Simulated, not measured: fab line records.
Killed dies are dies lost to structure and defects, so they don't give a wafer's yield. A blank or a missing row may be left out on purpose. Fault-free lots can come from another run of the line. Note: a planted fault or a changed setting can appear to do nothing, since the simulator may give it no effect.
A lot that was struck, set against a sound lot ; flow sky130 ; 16 out of 708 route steps
Sound: the wafers L875.2, L875.5, L875.6. Wafers struck: L865.3, L865.4, L865.6. At the end, the cause is stated.
For every step that has rows: the tool of each side, followed by ch and its chambers, followed by its first start. Under that, the readings that differ: sound wafers ; struck wafers ; difference of the means ; sigmas: that difference in standard deviations of wafers without a fault.
alike: a reading whose means differ by less than 2 such deviations, as well as words and numbers matching on both sides. not compared: withheld readings; readings where some wafer has no value; bounds like >300 that might hide an equal value; numbers whose values overlap and for which the record gives no deviation.
A row with sigmas, a row that says differs or no value, or rows on one side alone: a step with any of these is where the two part. Numbers that don't overlap but have no deviation are shown without sigmas and don't part them. A reading that every wafer of one side lacks parts them only if that side has two wafers or more.

first, 5 steps without rows for these wafers: SKY_SONOS_TUNNEL_COAT_02 (resist thk 1140 nm); SKY_SONOS_TUNNEL_SOFTBAKE_03 (time 60 s); SKY_SONOS_TUNNEL_EXPOSE_04 (exposes mask TUNM, target cd 410 nm); SKY_SONOS_TUNNEL_PEB_05; SKY_SONOS_TUNNEL_DEVELOP_06 (develop time 60 s).
SKY_SONOS_TUNNEL_CD_MEAS_07: target cd 410 nm.
  sound on cdSem-02, day 17 18:26; struck on cdSem-02, day 14 05:41
  alike: cdNm
SKY_SONOS_TUNNEL_OVL_MEAS_08:
  sound on overlay-02, day 17 18:32; struck on overlay-01, day 14 05:47
  alike: SONOS_TUNNEL_OVL
then, 3 steps without rows for these wafers: SKY_SONOS_TUNNEL_IMPLANT_09; SKY_SONOS_TUNNEL_WET_ETCH_10 (etches SiO2 in dHF, target depth 14 nm, time 280 s); SKY_SONOS_TUNNEL_STRIP_11 (strips in SPM, time 600 s).
SKY_SONOS_TUNNEL_TW_MEAS_12:
  sound on filmMetro-03, day 17 18:59; struck on filmMetro-04, day 14 06:19
  alike: SONOS_TUNNEL_TW
then, 1 step without rows for these wafers: SKY_SONOS_TUNNEL_CLEAN_13 (cleans in dHF, time 20 s).
SKY_SONOS_ONO_OXIDATION_00: stabilise 600 s, purge 300 s, target thk 2.6 nm.
  sound on furnace-02 ch 0, day 17 19:04; struck on furnace-01 ch 0, day 14 06:28
reading;sound;struck;difference;sigmas
spikeTcLowerC (C);801.3 800.5 800.8;805.9 807.8 805.9;+5.7;+5
spikeTcUpperC (C);797.3 800.4 799.7;806.7 805.9 804.7;+6.6;+6
tubeCenterTempC (C);799.95 800.09 800.11;805.02 804.97 804.83;+4.89;+62
tube_center_temp_C_max;802.1 802.0 802.0;807.4 807.1 806.8;+5.1;+15
zonePowerTopPct (%);28.0 27.3 27.6;29.0 28.7 28.5;+1.1;+2
model.SiO2_of_SONOS_ONO_OXIDATION_00.thkNm (nm);2.581 2.561 2.584;2.766 2.753 2.761;+0.185;
SKY_SONOS_ONO_THK_MEAS_01:
  sound on filmMetro-03, day 17 20:25; struck on filmMetro-02, day 14 07:50
reading;sound;struck;difference;sigmas
SONOS_ONO_OXIDATION_THK (nm);2.63 2.55 2.59;2.73 2.79 2.78;+0.18;+3
then, 1 step without rows for these wafers: SKY_SONOS_ONO_CVD_02 (deposits Si3N4 from DCS/NH3, target thk 10.5 nm, time 180 s).
-- here the record skips 34 days between the struck wafers' starts before and after, leaving off in module SONOS_ONO and picking up in module PAD_OPEN (first step shown: number 708 of the route) --
SKY_PAD_OPEN_PROBE_99:
  sound on prober-01, day 50 08:56; struck on prober-02, day 48 05:32
reading;sound;struck;difference;sigmas
model.etest.sonosErased.vtV (V);-2.243 -2.245 -2.269;-2.095 -2.112 -2.065;+0.162;
model.etest.sonosBaked.vtLessV (V);-0.4877 -0.5243 -0.5517;-0.4274 -0.3963 -0.4587;+0.0938;
  alike: killed_at_M0_to_M3, killed_at_M4_up, killedAtContacts, killedAtFrontEnd, killedAtOther, killedDies, killedOpen, killedShort

== WHERE THEY PART ==
At SKY_SONOS_ONO_OXIDATION_00 first; at SKY_SONOS_ONO_THK_MEAS_01 last (within this record only). Later steps at which nothing parts them and some readings are alike: SKY_PAD_OPEN_PROBE_99.

WHY: the cause the simulator had injected
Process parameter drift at SKY_SONOS_ONO_OXIDATION_00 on furnace-01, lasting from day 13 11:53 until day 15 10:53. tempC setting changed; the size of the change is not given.
